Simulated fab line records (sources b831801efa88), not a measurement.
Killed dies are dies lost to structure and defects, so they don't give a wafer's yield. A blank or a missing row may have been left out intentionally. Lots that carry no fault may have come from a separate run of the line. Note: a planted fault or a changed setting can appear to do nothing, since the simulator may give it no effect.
fab line records | flow sky130
record lots=6 | wafers=18 | last-day=49
route steps=708 shown LDD_HVN@275 LDD_HVP@278 LDD_LDN@289
lots untouched by any fault: they come from a run of this same line in which no faults occurred
start-h: the number of hours between the record's first day and the start of the first shown wafer of the lot | wait-h: hours elapsed since this lot's preceding step | " unchanged from the row above | L1.1+2: a single row standing in for several wafers | - no value present, or no start provided | * or withheld: withheld | < > ~ a bound
route shown NAME@n: NAME is a module with steps in the file, n the number in the route of the first one | usual: mean/standard deviation taken from wafers without a fault | same: alike in all rows | chamber/n: place in a boat | sites: per-site readings | _std_site: the values' standard deviation | _edge_site: outer sites' mean less inner sites' | radius-mm: how far each site lies from the wafer's centre | mask NAME#n: copy n | behind: the most recent tool/chamber to have shaped the wafer | hold: why the lot went on hold/how many hours it stayed there/how the hold came to an end | device: transistor that didn't switch, given as n, p or np | end of line: at the end of the route, the tests of the same wafers | a step given without rows: its recipe and nothing more | killed: dies lost to structure and defects at the first sort, not the wafer's yield | map: a wafer's dies, x killed, . not, _ none there
set.NAME: setting as actually run; set.NAME@STEP: the setting as run at that earlier step | model.NAME: the simulator's own value behind a step, which no gauge read
lots seen at some steps along the route; tables by step, rows by wafer
services: when a tool's chamber went out of use (start-h, in hours from the record's first day, below 0 if earlier), for how many hours, and the reason
## steps
# step SKY_LDD_HVN_IMPLANT_08
# recipe species=P | energy-kev=60 | dose-cm2=3e+13 | tilt-deg=40
# step SKY_LDD_HVN_STRIP_09
# recipe chemistry=O2/N2 | power-w=1400 | pressure-mtorr=1500 | platen-temp-c=withheld | o2-flow-sccm=3000 | n2-flow-sccm=300 | overash-fraction=0.5
# usual chamber-pressure-mTorr=1500.1/1.3 | drypump-motor-current-A=5.6/0.39 | o2-flow-sccm=3001/9.6 | oes-product-au=0.409/0.0048 | strip-time-to-endpoint-s=4.134/0.014
lot.wafer | tool            | chamber | start-h | wait-h | chamber-pressure-mTorr | drypump-motor-current-A | o2-flow-sccm | oes-product-au | rf-hours-counter-h | strip-time-to-endpoint-s
L437.3    | plasma-asher-04 | 1       | 472.39  | 0.1    | 1500.8                 | 5.5                     | 3018         | 0.411          | -                  | 4.130
L437.5    | "               | 0       | "       | "      | 1502.3                 | 5.6                     | 3007         | 0.416          | -                  | 4.133
L437.6    | "               | 1       | "       | "      | 1500.5                 | 5.5                     | 3033         | 0.407          | -                  | 4.145
L439.2    | plasma-asher-03 | 1       | 488.88  | 0.1    | 1499.6                 | 6.3                     | 3011         | 0.402          | 61                 | 4.137
L439.3    | "               | 0       | "       | "      | 1500.6                 | 5.5                     | 3002         | 0.407          | -                  | 4.146
L439.4    | "               | 1       | "       | "      | 1499.9                 | 6.4                     | 3021         | 0.405          | -                  | 4.141
L445.1    | plasma-asher-03 | 0       | 552.96  | 0.1    | 1501.0                 | 5.5                     | 3008         | 0.414          | 68                 | 4.133
L445.2    | "               | 1       | "       | "      | 1499.6                 | 6.4                     | 3011         | 0.407          | 68                 | 4.132
L445.3    | "               | 0       | "       | "      | 1497.8                 | 5.5                     | 2998         | 0.404          | -                  | 4.133
L446.2    | plasma-asher-04 | 1       | 562.83  | 0.1    | 1500.7                 | 5.5                     | 2996         | 0.405          | 46                 | 4.137
L446.4    | "               | 1       | "       | "      | 1500.5                 | 5.5                     | 3002         | 0.413          | -                  | 4.135
L446.5    | "               | 1       | "       | "      | 1499.5                 | 5.5                     | 3005         | 0.417          | -                  | 4.122
L451.2    | plasma-asher-02 | 0       | 603.48  | 0.1    | 1500.0                 | 5.1                     | 2991         | 0.405          | 16                 | 4.131
L451.4    | "               | 1       | "       | "      | 1498.4                 | 5.0                     | 3005         | 0.416          | -                  | 4.134
L451.6    | "               | 1       | "       | "      | 1500.2                 | 5.0                     | 2997         | 0.408          | -                  | 4.139
L454.3    | plasma-asher-03 | 0       | 621.66  | 0.1    | 1499.8                 | 5.5                     | 2997         | 0.420          | -                  | 4.154
L454.4    | "               | 1       | "       | "      | 1501.3                 | 6.3                     | 3006         | 0.414          | -                  | 4.158
L454.6    | "               | 0       | "       | "      | 1499.8                 | 5.5                     | 2994         | 0.414          | -                  | 4.124
# step SKY_LDD_HVN_TW_MEAS_10
# usual LDD_HVN_TW=1434/8
lot.wafer | tool          | chamber | start-h | wait-h | LDD_HVN_TW
L437.3    | film-metro-04 | -       | 472.48  | 0.1    | 1443
L437.5    | "             | -       | "       | "      | 1447
L437.6    | "             | -       | "       | "      | 1442
L439.2    | film-metro-03 | -       | 488.99  | 0.1    | 1438
L439.3    | "             | -       | "       | "      | 1434
L439.4    | "             | -       | "       | "      | 1433
L445.1    | film-metro-04 | -       | 553.06  | 0.1    | 1441
L445.2    | "             | -       | "       | "      | 1435
L445.3    | "             | -       | "       | "      | 1437
L446.2    | film-metro-01 | -       | 562.94  | 0.1    | 1425
L446.4    | "             | -       | "       | "      | 1422
L446.5    | "             | -       | "       | "      | 1418
L451.2    | film-metro-04 | -       | 603.59  | 0.1    | 1435
L451.4    | "             | -       | "       | "      | 1439
L451.6    | "             | -       | "       | "      | 1436
L454.3    | film-metro-01 | -       | 621.75  | 0.1    | 1433
L454.4    | "             | -       | "       | "      | 1433
L454.6    | "             | -       | "       | "      | 1426
# step SKY_LDD_HVP_DEHYDRATE_00
# recipe temp-c=200 | time-s=60
# step SKY_LDD_HVP_HMDS_01
# recipe prime-time-s=60 | prime-temp-c=120
# step SKY_LDD_HVP_COAT_02
# recipe resist=NOVOLAK | spin-rpm=3000 | resist-thk-nm=300
# step SKY_LDD_HVP_SOFTBAKE_03
# recipe temp-c=90 | time-s=60 | resist=NOVOLAK
# step SKY_LDD_HVP_EXPOSE_04
# recipe mask-id=HVPTM | na=0.6 | source-shape=conventional | sigma-outer=0.6 | polarization=unpolarized | target-cd-nm=700 | dose-mj=86
# step SKY_LDD_HVP_PEB_05
# recipe temp-c=withheld | time-s=* | resist=NOVOLAK
# step SKY_LDD_HVP_DEVELOP_06
# recipe resist=NOVOLAK | developer=TMAH | develop-time-s=60 | dev-temp-c=23
# step SKY_LDD_HVP_OVL_MEAS_07
# usual LDD_HVP_OVL=-0.1/1.2
lot.wafer | tool       | chamber | start-h | wait-h | LDD_HVP_OVL[nm]
L437.3    | overlay-02 | -       | 502.93  | 0.1    | 1.4
L437.5    | "          | -       | "       | "      | -0.1
L437.6    | "          | -       | "       | "      | -0.2
L439.2    | overlay-01 | -       | 519.49  | 0.1    | -1.1
L439.3    | "          | -       | "       | "      | -1.3
L439.4    | "          | -       | "       | "      | -2.3
L445.1    | overlay-01 | -       | 582.49  | 0.1    | 1.9
L445.2    | "          | -       | "       | "      | 1.8
L445.3    | "          | -       | "       | "      | 2.9
L446.2    | overlay-02 | -       | 592.09  | 0.1    | 1.8
L446.4    | "          | -       | "       | "      | -0.2
L446.5    | "          | -       | "       | "      | 0.1
L451.2    | overlay-01 | -       | 632.60  | 0.1    | 0.0
L451.4    | "          | -       | "       | "      | -0.7
L451.6    | "          | -       | "       | "      | 0.2
L454.3    | overlay-01 | -       | 649.85  | 0.1    | -1.4
L454.4    | "          | -       | "       | "      | 0.2
L454.6    | "          | -       | "       | "      | -0.3
# step SKY_LDD_HVP_IMPLANT_08
# recipe species=B | energy-kev=20 | dose-cm2=1.7e+13 | tilt-deg=17.9
# step SKY_LDD_HVP_STRIP_09
# recipe chemistry=O2/N2 | power-w=1400 | pressure-mtorr=1500 | platen-temp-c=withheld | o2-flow-sccm=3000 | n2-flow-sccm=300 | overash-fraction=0.5
# usual chamber-pressure-mTorr=1500.0/1.4 | drypump-motor-current-A=5.7/0.32 | o2-flow-sccm=2999/9.4 | oes-product-au=0.409/0.0043 | strip-time-to-endpoint-s=4.139/0.017
lot.wafer | tool            | chamber | start-h | wait-h | chamber-pressure-mTorr | drypump-motor-current-A | o2-flow-sccm | oes-product-au | rf-hours-counter-h | strip-time-to-endpoint-s | model.NOVOLAK_of_LDD_HVP_COAT_02.thk-nm
L437.3    | plasma-asher-03 | 0       | 503.14  | 0.1    | 1500.7                 | 5.5                     | 2991         | 0.411          | -                  | 4.126                    | 0
L437.5    | "               | 0       | "       | "      | 1501.1                 | 5.5                     | 3003         | 0.414          | -                  | 4.141                    | 0
L437.6    | "               | 1       | "       | "      | 1502.1                 | 6.4                     | 3005         | 0.408          | -                  | 4.128                    | 0
L439.2    | plasma-asher-04 | 1       | 519.67  | 0.1    | 1499.1                 | 5.5                     | 2997         | 0.414          | 41                 | 4.120                    | 0
L439.3    | "               | 1       | "       | "      | 1501.7                 | 5.5                     | 2995         | 0.411          | -                  | 4.127                    | 0
L439.4    | "               | 0       | "       | "      | 1499.8                 | 5.6                     | 3009         | 0.413          | -                  | 4.107                    | 0
L445.1    | plasma-asher-01 | 1       | 582.90  | 0.1    | -                      | -                       | -            | -              | -                  | -                        | 299.1
L445.2    | "               | 0       | "       | "      | -                      | -                       | -            | -              | -                  | -                        | 299.6
L445.3    | "               | 0       | "       | "      | -                      | -                       | -            | -              | -                  | -                        | 298.7
L446.2    | plasma-asher-04 | 0       | 592.27  | 0.1    | -                      | -                       | -            | -              | -                  | -                        | 300.1
L446.4    | "               | 1       | "       | "      | -                      | -                       | -            | -              | -                  | -                        | 301.2
L446.5    | "               | 1       | "       | "      | -                      | -                       | -            | -              | -                  | -                        | 300.9
L451.2    | plasma-asher-03 | 0       | 632.78  | 0.1    | 1501.4                 | 5.5                     | 3005         | 0.414          | 76                 | 4.135                    | 0
L451.4    | "               | 1       | "       | "      | 1500.6                 | 6.4                     | 3009         | 0.407          | -                  | 4.159                    | 0
L451.6    | "               | 1       | "       | "      | 1499.3                 | 6.4                     | 3006         | 0.412          | -                  | 4.142                    | 0
L454.3    | plasma-asher-04 | 0       | 650.06  | 0.1    | 1501.0                 | 5.6                     | 3002         | 0.414          | -                  | 4.149                    | 0
L454.4    | "               | 1       | "       | "      | 1499.2                 | 5.5                     | 3009         | 0.408          | -                  | 4.148                    | 0
L454.6    | "               | 0       | "       | "      | 1499.4                 | 5.6                     | 3002         | 0.414          | -                  | 4.128                    | 0
# step SKY_LDD_HVP_TW_MEAS_10
# usual LDD_HVP_TW=455.5/2.7
lot.wafer | tool          | chamber | start-h | wait-h | LDD_HVP_TW
L437.3    | film-metro-02 | -       | 503.23  | 0.1    | 451.7
L437.5    | "             | -       | "       | "      | 453.9
L437.6    | "             | -       | "       | "      | 452.4
L439.2    | film-metro-04 | -       | 519.78  | 0.1    | 459.0
L439.3    | "             | -       | "       | "      | 457.0
L439.4    | "             | -       | "       | "      | 457.3
L445.1    | film-metro-04 | -       | 583.00  | 0.1    | 453.6
L445.2    | "             | -       | "       | "      | 455.6
L445.3    | "             | -       | "       | "      | 458.4
L446.2    | film-metro-02 | -       | 592.38  | 0.1    | 454.9
L446.4    | "             | -       | "       | "      | 455.5
L446.5    | "             | -       | "       | "      | 454.2
L451.2    | film-metro-02 | -       | 632.89  | 0.1    | 458.6
L451.4    | "             | -       | "       | "      | 456.5
L451.6    | "             | -       | "       | "      | 456.3
L454.3    | film-metro-03 | -       | 650.14  | 0.1    | 458.0
L454.4    | "             | -       | "       | "      | 456.6
L454.6    | "             | -       | "       | "      | 454.4
# step SKY_LDD_LDN_DEHYDRATE_00
# recipe temp-c=200 | time-s=60
# step SKY_LDD_LDN_HMDS_01
# recipe prime-time-s=60 | prime-temp-c=120
# step SKY_LDD_LDN_COAT_02
# recipe resist=NOVOLAK | spin-rpm=3000 | resist-thk-nm=1140
# step SKY_LDD_LDN_SOFTBAKE_03
# recipe temp-c=90 | time-s=60 | resist=NOVOLAK
# step SKY_LDD_LDN_EXPOSE_04
# recipe mask-id=LDNTM | na=0.6 | source-shape=conventional | sigma-outer=0.6 | polarization=unpolarized | target-cd-nm=700 | dose-mj=140
# step SKY_LDD_LDN_PEB_05
# recipe temp-c=withheld | time-s=* | resist=NOVOLAK
# step SKY_LDD_LDN_DEVELOP_06
# recipe resist=NOVOLAK | developer=TMAH | develop-time-s=60 | dev-temp-c=23
# step SKY_LDD_LDN_OVL_MEAS_07
# usual LDD_LDN_OVL=-0.5/1.5
lot.wafer | tool       | chamber | start-h | wait-h | LDD_LDN_OVL[nm]
L437.3    | overlay-01 | -       | 533.73  | 0.1    | -1.4
L437.5    | "          | -       | "       | "      | -3.7
L437.6    | "          | -       | "       | "      | -2.7
L439.2    | overlay-02 | -       | 549.68  | 0.1    | 1.6
L439.3    | "          | -       | "       | "      | 1.9
L439.4    | "          | -       | "       | "      | -1.3
L445.1    | overlay-02 | -       | 612.14  | 0.1    | 1.4
L445.2    | "          | -       | "       | "      | 0.4
L445.3    | "          | -       | "       | "      | -0.2
L446.2    | overlay-01 | -       | 620.80  | 0.1    | -1.4
L446.4    | "          | -       | "       | "      | -3.1
L446.5    | "          | -       | "       | "      | -2.0
L451.2    | overlay-01 | -       | 660.74  | 0.1    | -2.8
L451.4    | "          | -       | "       | "      | -1.4
L451.6    | "          | -       | "       | "      | 0.0
L454.3    | overlay-02 | -       | 678.53  | 0.1    | 1.3
L454.4    | "          | -       | "       | "      | 0.6
L454.6    | "          | -       | "       | "      | -0.8
# step SKY_LDD_LDN_IMPLANT_08
# recipe species=As | energy-kev=15 | dose-cm2=1.25e+13 | tilt-deg=withheld | rotation-deg=23
# step SKY_LDD_LDN_IMPLANT_09
# recipe species=As | energy-kev=15 | dose-cm2=1.25e+13 | tilt-deg=withheld | rotation-deg=113
# step SKY_LDD_LDN_IMPLANT_10
# recipe species=As | energy-kev=15 | dose-cm2=1.25e+13 | tilt-deg=withheld | rotation-deg=203
# step SKY_LDD_LDN_IMPLANT_11
# recipe species=As | energy-kev=15 | dose-cm2=1.25e+13 | tilt-deg=withheld | rotation-deg=293
# step SKY_LDD_LDN_STRIP_12
# recipe chemistry=O2/N2 | power-w=1400 | pressure-mtorr=1500 | platen-temp-c=withheld | o2-flow-sccm=3000 | n2-flow-sccm=300 | overash-fraction=0.5
# usual chamber-pressure-mTorr=1499.9/1.3 | drypump-motor-current-A=5.4/0.31 | o2-flow-sccm=3000/9 | oes-product-au=0.715/0.0044 | strip-time-to-endpoint-s=14.17/0.042
lot.wafer | tool            | chamber | start-h | wait-h | chamber-pressure-mTorr | drypump-motor-current-A | o2-flow-sccm | oes-product-au | rf-hours-counter-h | strip-time-to-endpoint-s
L437.3    | plasma-asher-02 | 0       | 534.39  | 0.1    | 1501.0                 | 5.1                     | 3016         | 0.709          | -                  | 14.19
L437.5    | "               | 0       | "       | "      | 1499.7                 | 5.1                     | 3011         | 0.714          | -                  | 14.20
L437.6    | "               | 1       | "       | "      | 1499.3                 | 5.0                     | 2988         | 0.713          | -                  | 14.19
L439.2    | plasma-asher-01 | 1       | 550.31  | 0.1    | 1501.0                 | 5.3                     | 3011         | 0.721          | 83                 | 14.23
L439.3    | "               | 1       | "       | "      | 1499.1                 | 5.3                     | 2995         | 0.717          | -                  | 14.21
L439.4    | "               | 0       | "       | "      | 1499.6                 | 5.9                     | 3015         | 0.711          | -                  | 14.21
L445.1    | plasma-asher-01 | 1       | 612.77  | 0.1    | 1500.9                 | 5.3                     | 3005         | 0.722          | 90                 | 18.67
L445.2    | "               | 0       | "       | "      | 1499.0                 | 5.9                     | 2997         | 0.713          | 90                 | 18.67
L445.3    | "               | 0       | "       | "      | 1500.6                 | 5.9                     | 3000         | 0.716          | -                  | 18.67
L446.2    | plasma-asher-01 | 1       | 621.43  | 0.1    | 1498.7                 | 5.4                     | 2992         | 0.716          | 91                 | 18.73
L446.4    | "               | 1       | "       | "      | 1501.1                 | 5.4                     | 2984         | 0.720          | -                  | 18.76
L446.5    | "               | 1       | "       | "      | 1499.0                 | 5.3                     | 2997         | 0.718          | -                  | 18.73
L451.2    | plasma-asher-02 | 0       | 661.37  | 0.1    | 1499.8                 | 5.1                     | 2985         | 0.715          | 22                 | 14.14
L451.4    | "               | 0       | "       | "      | 1498.8                 | 5.1                     | 2995         | 0.720          | -                  | 14.16
L451.6    | "               | 0       | "       | "      | 1501.7                 | 5.1                     | 2994         | 0.707          | -                  | 14.15
L454.3    | plasma-asher-04 | 1       | 679.19  | 0.1    | 1500.2                 | 5.5                     | 3008         | 0.713          | -                  | 14.18
L454.4    | "               | 0       | "       | "      | 1500.5                 | 5.6                     | 2996         | 0.722          | -                  | 14.21
L454.6    | "               | 0       | "       | "      | 1499.0                 | 5.6                     | 3003         | 0.711          | -                  | 14.11
# step SKY_LDD_LDN_TW_MEAS_13
# usual LDD_LDN_TW=1472/5.7
lot.wafer | tool          | chamber | start-h | wait-h | LDD_LDN_TW
L437.3    | film-metro-01 | -       | 534.48  | 0.1    | 1473
L437.5    | "             | -       | "       | "      | 1482
L437.6    | "             | -       | "       | "      | 1466
L439.2    | film-metro-01 | -       | 550.42  | 0.1    | 1467
L439.3    | "             | -       | "       | "      | 1473
L439.4    | "             | -       | "       | "      | 1465
L445.1    | film-metro-02 | -       | 612.87  | 0.1    | 30
L445.2    | "             | -       | "       | "      | 30
L445.3    | "             | -       | "       | "      | 30
L446.2    | film-metro-02 | -       | 621.54  | 0.1    | 30
L446.4    | "             | -       | "       | "      | 30
L446.5    | "             | -       | "       | "      | 30
L451.2    | film-metro-04 | -       | 661.48  | 0.1    | 1468
L451.4    | "             | -       | "       | "      | 1469
L451.6    | "             | -       | "       | "      | 1464
L454.3    | film-metro-02 | -       | 679.28  | 0.1    | 1464
L454.4    | "             | -       | "       | "      | 1468
L454.6    | "             | -       | "       | "      | 1469
# step SKY_LDD_LDN_CLEAN_14
# recipe chemistry=SC1/SC2 | mix=1:4:20 | temp-c=70 | time-s=150 | dry=n2-spin
## services
tool            | chamber | start-h | hours | kind
plasma-asher-03 | -       | 450.07  | 2.8   | pm
plasma-asher-01 | -       | 456.52  | 3.1   | repair
plasma-asher-02 | -       | 523.57  | 0.7   | repair
plasma-asher-01 | -       | 529.69  | 15.6  | pm
plasma-asher-01 | -       | 545.44  | 0.4   | repair
plasma-asher-04 | -       | 555.18  | 3.9   | repair
plasma-asher-04 | -       | 556.25  | 0.7   | repair
plasma-asher-03 | -       | 565.38  | 2.7   | repair
plasma-asher-02 | -       | 569.71  | 14.6  | pm
plasma-asher-02 | -       | 590.06  | 3.1   | repair
plasma-asher-01 | -       | 615.63  | 0.5   | repair
plasma-asher-04 | -       | 664.30  | 10.0  | repair
## key
first-sign step=SKY_LDD_HVP_STRIP_09 | reading=tool-record | direction=missing
effect step=SKY_LDD_LDN_STRIP_12 | reading=strip-time-to-endpoint-s | direction=up | sigmas=99+ | usual=* | struck=*
effect step=SKY_LDD_LDN_TW_MEAS_13 | reading=LDD_LDN_TW | direction=down | sigmas=99+ | usual=1472 | struck=30
model-effect step=SKY_LDD_HVP_STRIP_09 | value=NOVOLAK_of_LDD_HVP_COAT_02.thk-nm | without=0 | struck=299.9
met-at SKY_LDD_HVP_STRIP_09
struck-wafers L445.1,L445.2,L445.3,L446.2,L446.4,L446.5
sort-left-out L445.1,L445.2,L445.3,L446.2,L446.4,L446.5
tester-left-out L445,L446
onset-between 519.67 582.90
fault kind=skipped-step-whole | tool=plasma-asher-01,plasma-asher-04 | chamber=- | onset-h=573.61 | steps=SKY_LDD_HVP_STRIP_09 | scope=struck-lots-only
# tester-left-out: of these lots the tester's yield and bins aren't shown, on N5 and GAA mostly nor the transistor test; their killed dies are dies lost to structure and defects alone, not to doping, threshold or leakage, so they don't give the yield
# sort-left-out: the simulated sort isn't trusted on such a fault, so these wafers' sort isn't shown, and their yield isn't known
